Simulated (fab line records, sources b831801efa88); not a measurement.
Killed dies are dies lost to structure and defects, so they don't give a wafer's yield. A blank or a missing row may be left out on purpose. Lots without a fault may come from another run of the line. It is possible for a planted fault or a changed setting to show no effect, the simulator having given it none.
Chamber matching + flow sky130 + SKY_METAL3_ETCH_17 on rie-diel-03: 4 sister chambers
The step etches SiO2 in C4F8/O2/Ar, stops on TiN, time 3.9 s, target depth 15 nm. 20 wafers are shown with their chamber, then 10 later ones without.

## WAFERS PAIRED WITH THEIR CHAMBERS
| wafer  | chamber | oes-product-au (a.u.) |
|--------|---------|-----------------------|
| L074.1 | 1       | 0.762                 |
| L074.3 | 2       | 0.771                 |
| L074.4 | 0       | 0.756                 |
| L076.2 | 1       | 0.750                 |
| L076.3 | 0       | 0.761                 |
| L076.4 | 1       | 0.761                 |
| L081.1 | 1       | 0.750                 |
| L081.2 | 2       | 0.750                 |
| L081.5 | 3       | 0.748                 |
| L085.1 | 2       | 0.748                 |
| L085.4 | 0       | 0.746                 |
| L085.5 | 3       | 0.745                 |
| L088.1 | 3       | 0.750                 |
| L088.2 | 0       | 0.749                 |
| L088.5 | 3       | 0.754                 |
| L091.1 | 3       | 0.752                 |
| L091.2 | 2       | 0.739                 |
| L091.4 | 1       | 0.752                 |
| L092.1 | 0       | 0.749                 |
| L092.2 | 3       | 0.740                 |

SIGNATURES (means of the wafers above)
| reading        | chamber 0 | chamber 1 | chamber 2 | chamber 3 | scatter within a chamber |
|----------------|-----------|-----------|-----------|-----------|--------------------------|
| oes-product-au | 0.75220   | 0.75500   | 0.75200   | 0.74817   | 0.0078                   |
Rule: a wafer lies at a distance from a chamber equal to the root of the sum of squares, over the readings, of (its reading less the chamber's mean, divided by the reading's scatter). If the next closest chamber is less than 2 further off than the closest, the wafer can't be placed; otherwise it belongs to the closest. The scatter is the square root of a quotient: the sum, over the shown wafers, of each reading's squared deviation from its chamber's mean, divided by wafers minus chambers.

## WAFERS WITHOUT THEIR CHAMBER
| wafer  | oes-product-au (a.u.) |
|--------|-----------------------|
| L092.3 | 0.736                 |
| L092.4 | 0.754                 |
| L092.5 | 0.755                 |
| L092.6 | 0.747                 |
| L096.1 | 0.739                 |
| L096.2 | 0.744                 |
| L096.3 | 0.763                 |
| L096.4 | 0.760                 |
| L096.5 | 0.751                 |
| L096.6 | 0.760                 |

## WHICH CHAMBER EACH ONE RAN IN
| wafer  | from the rows above               | in truth |
|--------|-----------------------------------|----------|
| L092.3 | can't be placed: 3 or 2 or 0 or 1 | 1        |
| L092.4 | can't be placed: 1 or 0 or 2 or 3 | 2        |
| L092.5 | can't be placed: 1 or 0 or 2 or 3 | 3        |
| L092.6 | can't be placed: 3 or 2 or 0 or 1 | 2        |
| L096.1 | can't be placed: 3 or 2 or 0 or 1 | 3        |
| L096.2 | can't be placed: 3 or 2 or 0 or 1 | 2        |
| L096.3 | can't be placed: 1 or 0 or 2 or 3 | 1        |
| L096.4 | can't be placed: 1 or 0 or 2 or 3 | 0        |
| L096.5 | can't be placed: 2 or 0 or 3 or 1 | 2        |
| L096.6 | can't be placed: 1 or 0 or 2 or 3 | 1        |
Correct placement for 0 of the 10. Cannot be placed on the basis of these rows: 10; the candidates contain the true chamber in 10. Wrongly placed: 0.
